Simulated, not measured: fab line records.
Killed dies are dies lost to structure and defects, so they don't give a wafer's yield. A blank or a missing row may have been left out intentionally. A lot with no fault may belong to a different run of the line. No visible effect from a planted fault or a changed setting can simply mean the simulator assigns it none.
fab line records | flow sky130
record lots=12 | wafers=34 | lastDay=50
route steps=708 shown VIA1@471 VIA2@530 PAD_OPEN@708
lots with no fault: from the same line, run without faults
startH: start of the lot's first displayed wafer, in hours after the record's first day | waitH: how many hours have passed since the lot's step before this one | " identical to the entry in the row above | L1.1+2: several wafers, shown together as one row | - no value present, or no start provided | * or withheld: withheld | < > ~ a bound
route shown NAME@n: names a module that has steps shown in the file, with the first one's number in the route | usual: average and standard deviation across the fault-free wafers | same: alike in all rows | chamber/n: place in a boat | sites: readings site by site | _std_site: standard deviation of those values | _edge_site: the outer-site mean with the inner-site mean subtracted | radiusMm: how far each site lies from the wafer's centre | mask NAME#n: copy n | behind: the most recent tool/chamber to have shaped the wafer | hold: what put the lot on hold/how long, in hours/how the hold closed | device: names the non-switching transistor (n, p or np) | end of line: the same wafers' tests at the end of the route | for a step that has no rows: nothing shown but its recipe | killed: dies that structure and defects cost at the first sort, which is not the same as the wafer's yield | map: shows each die of a wafer: x if killed, . if not, _ if none is there
set.NAME: setting as actually run; set.NAME@STEP: the setting as run at that earlier step | model.NAME: the simulator's own value behind a step, which no gauge read
one table for each step of the route and one row for each wafer, over a sample of lots
services: the hour from which a tool's chamber was out of use, counted from the record's first day as startH (under 0 if before that day), plus the number of hours and why
## steps
# step SKY_VIA1_OVL_MEAS_13
# usual VIA1_OVL=-1/5
lot.wafer | tool       | chamber | startH | waitH | VIA1_OVL[nm]
L316.1    | overlay-01 | -       | 803.27 | 0.1   | -4
L316.5    | "          | -       | "      | "     | 0
L316.6    | "          | -       | "      | "     | -3
L315.1    | overlay-01 | -       | 805.12 | 0.1   | -4
L315.4    | "          | -       | "      | "     | 1
L315.5    | "          | -       | "      | "     | -7
L317.1    | overlay-01 | -       | 815.94 | 0.1   | 3
L317.3    | "          | -       | "      | "     | -3
L317.5    | "          | -       | "      | "     | 0
L318.2    | overlay-01 | -       | 819.26 | 0.1   | 2
L318.4    | "          | -       | "      | "     | 1
L318.5    | "          | -       | "      | "     | -8
L320.1    | overlay-02 | -       | 842.69 | 0.1   | 1
L320.3    | "          | -       | "      | "     | 0
L320.5    | "          | -       | "      | "     | 3
L321.2    | overlay-01 | -       | 848.37 | 0.1   | 0
L321.3    | "          | -       | "      | "     | -6
L321.4    | "          | -       | "      | "     | -2
L325.2    | overlay-02 | -       | 877.76 | 0.1   | 1
L325.3    | "          | -       | "      | "     | -1
L326.2    | overlay-02 | -       | 881.16 | 0.1   | 5
L326.3    | "          | -       | "      | "     | 7
L333.2    | overlay-02 | -       | 931.51 | 0.1   | 2
L333.4    | "          | -       | "      | "     | -3
L333.5    | "          | -       | "      | "     | -5
L334.1    | overlay-02 | -       | 942.34 | 0.1   | -3
L334.3    | "          | -       | "      | "     | -2
L334.4    | "          | -       | "      | "     | 1
L336.1    | overlay-02 | -       | 956.31 | 0.1   | -11
L336.4    | "          | -       | "      | "     | -1
L336.6    | "          | -       | "      | "     | 4
L337.1    | overlay-02 | -       | 958.59 | 0.1   | 13
L337.4    | "          | -       | "      | "     | 0
L337.6    | "          | -       | "      | "     | 5
# step SKY_VIA1_SPUTTER_20
# recipe material=TiN | targetThkNm=20 | chamberPressurePa=5 | powerW=4000 | timeS=80
# usual throttleValvePct=29.8/0.9
lot.wafer | tool          | chamber | startH | waitH | throttleValvePct
L316.1    | pvdSputter-01 | -       | 803.98 | 0.0   | 29.2
L316.5    | "             | -       | "      | "     | 29.5
L316.6    | "             | -       | "      | "     | 31.5
L315.1    | pvdSputter-01 | -       | 805.83 | 0.0   | 29.6
L315.4    | "             | -       | "      | "     | 30.0
L315.5    | "             | -       | "      | "     | 29.4
L317.1    | pvdSputter-04 | -       | 816.66 | 0.0   | 28.7
L317.3    | "             | -       | "      | "     | 28.7
L317.5    | "             | -       | "      | "     | 28.4
L318.2    | pvdSputter-04 | -       | 820.01 | 0.0   | 29.0
L318.4    | "             | -       | "      | "     | 28.7
L318.5    | "             | -       | "      | "     | 28.8
L320.1    | pvdSputter-02 | -       | 843.48 | 0.0   | 29.1
L320.3    | "             | -       | "      | "     | 30.7
L320.5    | "             | -       | "      | "     | 31.6
L321.2    | pvdSputter-04 | -       | 849.09 | 0.0   | 29.1
L321.3    | "             | -       | "      | "     | 29.7
L321.4    | "             | -       | "      | "     | 29.3
L325.2    | pvdSputter-04 | -       | 878.47 | 0.0   | 29.3
L325.3    | "             | -       | "      | "     | 28.8
L326.2    | pvdSputter-04 | -       | 881.90 | 0.0   | 29.2
L326.3    | "             | -       | "      | "     | 29.2
L333.2    | pvdSputter-04 | -       | 932.26 | 0.0   | 30.5
L333.4    | "             | -       | "      | "     | 29.2
L333.5    | "             | -       | "      | "     | 28.4
L334.1    | pvdSputter-01 | -       | 943.05 | 0.0   | 31.0
L334.3    | "             | -       | "      | "     | 29.3
L334.4    | "             | -       | "      | "     | 29.6
L336.1    | pvdSputter-01 | -       | 957.03 | 0.0   | 29.3
L336.4    | "             | -       | "      | "     | 28.9
L336.6    | "             | -       | "      | "     | 29.2
L337.1    | pvdSputter-01 | -       | 959.31 | 0.0   | 29.4
L337.4    | "             | -       | "      | "     | 31.0
L337.6    | "             | -       | "      | "     | 29.3
# step SKY_VIA1_CVD_21
# recipe material=W | targetThkNm=270 | timeS=80.902 | tempC=400 | pressureTorr=40
# usual heaterPowerW=908/94
lot.wafer | tool    | chamber | startH | waitH | heaterPowerW | sinceWetCleanH
L316.1    | cvdW-02 | 0       | 804.04 | 0.0   | 849          | 900
L316.5    | "       | 1       | "      | "     | 775          | -
L316.6    | "       | 0       | "      | "     | 840          | -
L315.1    | cvdW-01 | 0       | 805.89 | 0.0   | 905          | 402
L315.4    | "       | 0       | "      | "     | 922          | -
L315.5    | "       | 1       | "      | "     | 993          | -
L317.1    | cvdW-02 | 1       | 816.72 | 0.0   | 756          | 913
L317.3    | "       | 1       | "      | "     | 751          | -
L317.5    | "       | 0       | "      | "     | 859          | -
L318.2    | cvdW-01 | 1       | 820.13 | 0.1   | 991          | 416
L318.4    | "       | 0       | "      | "     | 898          | -
L318.5    | "       | 1       | "      | "     | 998          | -
L320.1    | cvdW-01 | 1       | 843.54 | 0.0   | 1015         | 440
L320.3    | "       | 1       | "      | "     | 1008         | -
L320.5    | "       | 1       | "      | "     | 1002         | -
L321.2    | cvdW-01 | 1       | 849.16 | 0.0   | 1007         | 445
L321.3    | "       | 1       | "      | "     | 992          | -
L321.4    | "       | 0       | "      | "     | 933          | -
L325.2    | cvdW-01 | 1       | 878.53 | 0.0   | 993          | 475
L325.3    | "       | 1       | "      | "     | 991          | -
L326.2    | cvdW-01 | 1       | 881.96 | 0.0   | 1003         | 478
L326.3    | "       | 1       | "      | "     | 1020         | -
L333.2    | cvdW-02 | 1       | 932.32 | 0.0   | 732          | 14
L333.4    | "       | 0       | "      | "     | 828          | -
L333.5    | "       | 1       | "      | "     | 723          | -
L334.1    | cvdW-02 | 1       | 943.11 | 0.0   | 722          | 25
L334.3    | "       | 1       | "      | "     | 734          | -
L334.4    | "       | 0       | "      | "     | 843          | -
L336.1    | cvdW-01 | 0       | 957.10 | 0.0   | 926          | 553
L336.4    | "       | 1       | "      | "     | 1037         | -
L336.6    | "       | 1       | "      | "     | 1017         | -
L337.1    | cvdW-01 | 1       | 959.37 | 0.0   | 1008         | 555
L337.4    | "       | 1       | "      | "     | 1027         | -
L337.6    | "       | 1       | "      | "     | 982          | -
# step SKY_VIA1_RS_MEAS_22
# recipe thkMeasGauge=four-point-probe | reads=W_of_VIA1_CVD_21+TiN_of_VIA1_SPUTTER_20
# usual VIA1_W_RS=0.430/0.0046
lot.wafer | tool         | chamber | startH | waitH | VIA1_W_RS[ohm/sq]
L316.1    | filmMetro-01 | -       | 804.14 | 0.1   | 0.429
L316.5    | "            | -       | "      | "     | 0.434
L316.6    | "            | -       | "      | "     | 0.427
L315.1    | filmMetro-04 | -       | 805.99 | 0.1   | 0.422
L315.4    | "            | -       | "      | "     | 0.424
L315.5    | "            | -       | "      | "     | 0.432
L317.1    | filmMetro-01 | -       | 816.81 | 0.1   | 0.438
L317.3    | "            | -       | "      | "     | 0.436
L317.5    | "            | -       | "      | "     | 0.435
L318.2    | filmMetro-04 | -       | 820.24 | 0.1   | 0.431
L318.4    | "            | -       | "      | "     | 0.426
L318.5    | "            | -       | "      | "     | 0.433
L320.1    | filmMetro-03 | -       | 843.63 | 0.1   | 0.429
L320.3    | "            | -       | "      | "     | 0.425
L320.5    | "            | -       | "      | "     | 0.428
L321.2    | filmMetro-04 | -       | 849.27 | 0.1   | 0.432
L321.3    | "            | -       | "      | "     | 0.434
L321.4    | "            | -       | "      | "     | 0.432
L325.2    | filmMetro-04 | -       | 878.64 | 0.1   | 0.464
L325.3    | "            | -       | "      | "     | 0.433
L326.2    | filmMetro-01 | -       | 882.07 | 0.1   | 0.456
L326.3    | "            | -       | "      | "     | 0.434
L333.2    | filmMetro-01 | -       | 932.44 | 0.1   | 0.432
L333.4    | "            | -       | "      | "     | 0.431
L333.5    | "            | -       | "      | "     | 0.431
L334.1    | filmMetro-03 | -       | 943.21 | 0.1   | 0.425
L334.3    | "            | -       | "      | "     | 0.420
L334.4    | "            | -       | "      | "     | 0.425
L336.1    | filmMetro-04 | -       | 957.19 | 0.1   | 0.426
L336.4    | "            | -       | "      | "     | 0.434
L336.6    | "            | -       | "      | "     | 0.436
L337.1    | filmMetro-04 | -       | 959.46 | 0.1   | 0.435
L337.4    | "            | -       | "      | "     | 0.434
L337.6    | "            | -       | "      | "     | 0.432
# step SKY_VIA1_THK_MEAS_23
# recipe thkMeasGauge=xrf | reads=W_of_VIA1_CVD_21
# usual VIA1_W_THK=266/3.4
lot.wafer | tool         | chamber | startH | waitH | VIA1_W_THK[nm]
L316.1    | filmMetro-01 | -       | 804.26 | 0.1   | 261
L316.5    | "            | -       | "      | "     | 257
L316.6    | "            | -       | "      | "     | 263
L315.1    | filmMetro-04 | -       | 806.11 | 0.1   | 271
L315.4    | "            | -       | "      | "     | 271
L315.5    | "            | -       | "      | "     | 265
L317.1    | filmMetro-01 | -       | 816.93 | 0.1   | 259
L317.3    | "            | -       | "      | "     | 260
L317.5    | "            | -       | "      | "     | 261
L318.2    | filmMetro-04 | -       | 820.35 | 0.1   | 267
L318.4    | "            | -       | "      | "     | 271
L318.5    | "            | -       | "      | "     | 266
L320.1    | filmMetro-03 | -       | 843.75 | 0.1   | 269
L320.3    | "            | -       | "      | "     | 272
L320.5    | "            | -       | "      | "     | 271
L321.2    | filmMetro-04 | -       | 849.38 | 0.1   | 267
L321.3    | "            | -       | "      | "     | 266
L321.4    | "            | -       | "      | "     | 266
L325.2    | filmMetro-04 | -       | 878.75 | 0.1   | 249
L325.3    | "            | -       | "      | "     | 267
L326.2    | filmMetro-01 | -       | 882.18 | 0.1   | 250
L326.3    | "            | -       | "      | "     | 264
L333.2    | filmMetro-01 | -       | 932.55 | 0.1   | 262
L333.4    | "            | -       | "      | "     | 263
L333.5    | "            | -       | "      | "     | 265
L334.1    | filmMetro-03 | -       | 943.33 | 0.1   | 269
L334.3    | "            | -       | "      | "     | 270
L334.4    | "            | -       | "      | "     | 268
L336.1    | filmMetro-04 | -       | 957.31 | 0.1   | 270
L336.4    | "            | -       | "      | "     | 264
L336.6    | "            | -       | "      | "     | 264
L337.1    | filmMetro-04 | -       | 959.58 | 0.1   | 264
L337.4    | "            | -       | "      | "     | 266
L337.6    | "            | -       | "      | "     | 266
# step SKY_VIA2_THK_MEAS_23
# recipe thkMeasGauge=xrf | reads=W_of_VIA2_CVD_21
# usual VIA2_W_THK=416/7
lot.wafer | tool         | chamber | startH  | waitH | VIA2_W_THK[nm]
L316.1    | filmMetro-04 | -       | 860.48  | 0.1   | 417
L316.5    | "            | -       | "       | "     | 406
L316.6    | "            | -       | "       | "     | 416
L315.1    | filmMetro-01 | -       | 862.23  | 0.1   | 409
L315.4    | "            | -       | "       | "     | 413
L315.5    | "            | -       | "       | "     | 414
L317.1    | filmMetro-01 | -       | 872.45  | 0.1   | 414
L317.3    | "            | -       | "       | "     | 417
L317.5    | "            | -       | "       | "     | 413
L318.2    | filmMetro-02 | -       | 877.04  | 0.1   | 427
L318.4    | "            | -       | "       | "     | 426
L318.5    | "            | -       | "       | "     | 413
L320.1    | filmMetro-01 | -       | 899.24  | 0.1   | 407
L320.3    | "            | -       | "       | "     | 411
L320.5    | "            | -       | "       | "     | 405
L321.2    | filmMetro-02 | -       | 904.25  | 0.1   | 424
L321.3    | "            | -       | "       | "     | 420
L321.4    | "            | -       | "       | "     | 426
L325.2    | filmMetro-01 | -       | 931.76  | 0.1   | 410
L325.3    | "            | -       | "       | "     | 411
L326.2    | filmMetro-02 | -       | 935.47  | 0.1   | 413
L326.3    | "            | -       | "       | "     | 418
L333.2    | filmMetro-04 | -       | 983.89  | 0.1   | 421
L333.4    | "            | -       | "       | "     | 416
L333.5    | "            | -       | "       | "     | 419
L334.1    | filmMetro-01 | -       | 993.90  | 0.1   | 421
L334.3    | "            | -       | "       | "     | 421
L334.4    | "            | -       | "       | "     | 402
L336.1    | filmMetro-04 | -       | 1007.64 | 0.1   | 412
L336.4    | "            | -       | "       | "     | 404
L336.6    | "            | -       | "       | "     | 413
L337.1    | filmMetro-01 | -       | 1010.10 | 0.1   | 415
L337.4    | "            | -       | "       | "     | 414
L337.6    | "            | -       | "       | "     | 410
# step SKY_PAD_OPEN_PROBE_99
# usual defectLimitedYield=82.8/2 | killed_at_M0_to_M3=42/7.3 | killed_at_M4_up=3.2/1.8 | killedAtContacts=25/5.2 | killedAtFrontEnd=15/4.6 | killedAtOther=0.3/0.62 | killedDies=85/9.9 | killedOpen=46/7.1 | killedShort=38/5.7 | sort_bin_3_pad_short=0.9/0.42 | sort_bin_5_function=10.0/1.5 | sort_bin_6_memory=6.3/1.2 | sortNPass=407/9.9 | sortYieldPct=82.8/2
# same grossDies=492 | killedAtBackSide=0 | sort_bin_4_leakage[%]=0 | sort_bin_8_speed[%]=0
lot.wafer | tool      | chamber | startH  | waitH | defectLimitedYield[%] | killed_at_M0_to_M3 | killed_at_M4_up | killedAtContacts | killedAtFrontEnd | killedAtOther | killedDies | killedOpen | killedShort | sort_bin_3_pad_short[%] | sort_bin_5_function[%] | sort_bin_6_memory[%] | sortNPass | sortYieldPct[%]
L333.2    | prober-01 | -       | 1180.64 | 0.1   | 82.7                  | 38                 | 2               | 29               | 16               | 0             | 85         | 48         | 37          | 1.2                     | 9.3                    | 6.7                  | 407       | 82.7
L333.4    | prober-01 | -       | 1180.74 | 0.2   | 83.5                  | 35                 | 3               | 23               | 20               | 0             | 81         | 43         | 38          | 0.8                     | 10.2                   | 5.5                  | 411       | 83.5
L333.5    | prober-01 | -       | 1180.79 | 0.2   | 83.9                  | 40                 | 4               | 20               | 14               | 1             | 79         | 42         | 35          | 0.6                     | 9.1                    | 6.3                  | 413       | 83.9
L334.1    | prober-02 | -       | 1186.74 | 0.1   | 81.3                  | 41                 | 6               | 31               | 14               | 0             | 92         | 50         | 40          | 1.0                     | 9.3                    | 8.3                  | 400       | 81.3
L334.3    | prober-02 | -       | 1186.84 | 0.2   | 79.1                  | 58                 | 5               | 22               | 17               | 1             | 103        | 62         | 41          | 0.6                     | 12.4                   | 7.9                  | 389       | 79.1
L334.4    | prober-02 | -       | 1186.89 | 0.2   | 82.9                  | 44                 | 3               | 19               | 18               | 0             | 84         | 53         | 29          | 0.4                     | 11.0                   | 5.7                  | 408       | 82.9
L337.1    | prober-01 | -       | 1197.05 | 0.1   | 81.7                  | 40                 | 4               | 31               | 15               | 0             | 90         | 55         | 35          | 0.6                     | 9.8                    | 7.9                  | 402       | 81.7
L337.4    | prober-01 | -       | 1197.20 | 0.2   | 79.9                  | 53                 | 6               | 24               | 16               | 0             | 99         | 51         | 48          | 0.6                     | 12.4                   | 7.1                  | 393       | 79.9
L337.6    | prober-01 | -       | 1197.30 | 0.2   | 79.5                  | 52                 | 4               | 27               | 18               | 0             | 101        | 52         | 49          | 1.2                     | 9.6                    | 9.8                  | 391       | 79.5
# killed by level:class
L333.2 LI_CONTACT:geometricParticle:open=10 VIA1:geometricParticle:open=8 CONTACT:geometricParticle:open=7 VIA1:geometricParticle:short=6 VIA2:geometricParticle:open=6 FIELD_ISO:geometricParticle:short=5 FIELD_ISO:geometricParticle:open=5 METAL2:geometricParticle:short=5
L333.4 CONTACT:geometricParticle:open=10 VIA1:geometricParticle:open=7 FIELD_ISO:geometricParticle:open=6 VIA3:geometricParticle:open=6 POLY_GATE:geometricParticle:open=5 LOCAL_INTERCONNECT:geometricParticle:short=5 CONTACT:geometricParticle:short=4 METAL2:geometricParticle:short=4
L333.5 VIA1:geometricParticle:open=9 METAL2:geometricParticle:short=8 VIA3:geometricParticle:open=6 CONTACT:geometricParticle:open=5 POLY_GATE:geometricParticle:open=4 LOCAL_INTERCONNECT:geometricParticle:open=4 LOCAL_INTERCONNECT:geometricParticle:short=4 METAL1:geometricParticle:open=4
L334.1 VIA2:geometricParticle:open=10 CONTACT:geometricParticle:open=9 VIA1:geometricParticle:open=8 LOCAL_INTERCONNECT:geometricParticle:short=7 VIA3:geometricParticle:open=7 FIELD_ISO:geometricParticle:short=5 LI_CONTACT:geometricParticle:open=5 CONTACT:geometricParticle:short=5
L334.3 VIA1:geometricParticle:open=14 VIA3:geometricParticle:open=11 VIA2:geometricParticle:open=8 FIELD_ISO:geometricParticle:open=7 CONTACT:geometricParticle:open=7 VIA1:geometricParticle:short=7 CONTACT:geometricParticle:short=5 POLY_GATE:geometricParticle:short=4
L334.4 VIA1:geometricParticle:open=13 VIA2:geometricParticle:open=8 METAL2:geometricParticle:short=7 FIELD_ISO:geometricParticle:open=6 CONTACT:geometricParticle:open=6 VIA3:geometricParticle:open=5 POLY_GATE:geometricParticle:open=4 LI_CONTACT:geometricParticle:open=4
L337.1 CONTACT:geometricParticle:open=15 VIA1:geometricParticle:open=11 LI_CONTACT:geometricParticle:open=7 METAL1:geometricParticle:short=7 METAL2:geometricParticle:short=7 CONTACT:geometricParticle:short=6 VIA3:geometricParticle:open=6 FIELD_ISO:geometricParticle:open=4
L337.4 VIA1:geometricParticle:open=13 CONTACT:geometricParticle:open=10 VIA2:geometricParticle:open=10 VIA1:geometricParticle:short=9 METAL1:geometricParticle:short=6 POLY_GATE:geometricParticle:short=5 LOCAL_INTERCONNECT:geometricParticle:short=5 FIELD_ISO:geometricParticle:short=4
L337.6 VIA1:geometricParticle:open=15 CONTACT:geometricParticle:open=11 LI_CONTACT:geometricParticle:open=9 VIA1:geometricParticle:short=9 METAL2:geometricParticle:short=8 POLY_GATE:geometricParticle:short=7 VIA3:geometricParticle:open=5 FIELD_ISO:geometricParticle:short=4
## services
tool          | chamber | startH | hours | kind
cvdW-01       | -       | 784.96 | 0.7   | repair
cvdW-01       | -       | 801.45 | 3.0   | repair
pvdSputter-02 | -       | 809.17 | 0.7   | repair
cvdW-02       | 1       | 878.18 | 4.8   | repair
pvdSputter-02 | -       | 880.44 | 0.7   | repair
cvdW-02       | -       | 904.12 | 14.0  | pm
cvdW-02       | 0       | 904.12 | 14.0  | ventCycle
cvdW-02       | 1       | 904.12 | 14.0  | ventCycle
cvdW-01       | -       | 905.72 | 0.9   | repair
cvdW-01       | 0       | 908.10 | 5.6   | repair
pvdSputter-01 | -       | 910.63 | 2.9   | repair
pvdSputter-01 | -       | 912.49 | 22.8  | repair
cvdW-02       | 0       | 918.12 | -     | clean
cvdW-02       | 1       | 918.12 | -     | clean
## key
firstSign step=SKY_VIA1_RS_MEAS_22 | reading=VIA1_W_RS | direction=up | sigmas=6.7 | usual=0.430 | struck=0.460
effect step=SKY_VIA1_THK_MEAS_23 | reading=VIA1_W_THK | direction=down | sigmas=4.9 | usual=266 | struck=250
metAt SKY_VIA1_CVD_21
struckLots L325,L326
struckWafers L325.2,L326.2
notActingAt SKY_VIA1_OVL_MEAS_13,SKY_VIA1_SPUTTER_20,SKY_VIA2_THK_MEAS_23
onsetBetween 849.16 878.53
fault kind=processParameterDrift | tool=cvdW-01 | chamber=- | onsetH=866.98 | steps=SKY_VIA1_CVD_21 | channel=targetThkNm | offset=-15.015 | shape=step | endH=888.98 | scope=struckWafersOnly | actsIn=theseRecipesOnly | stated=270
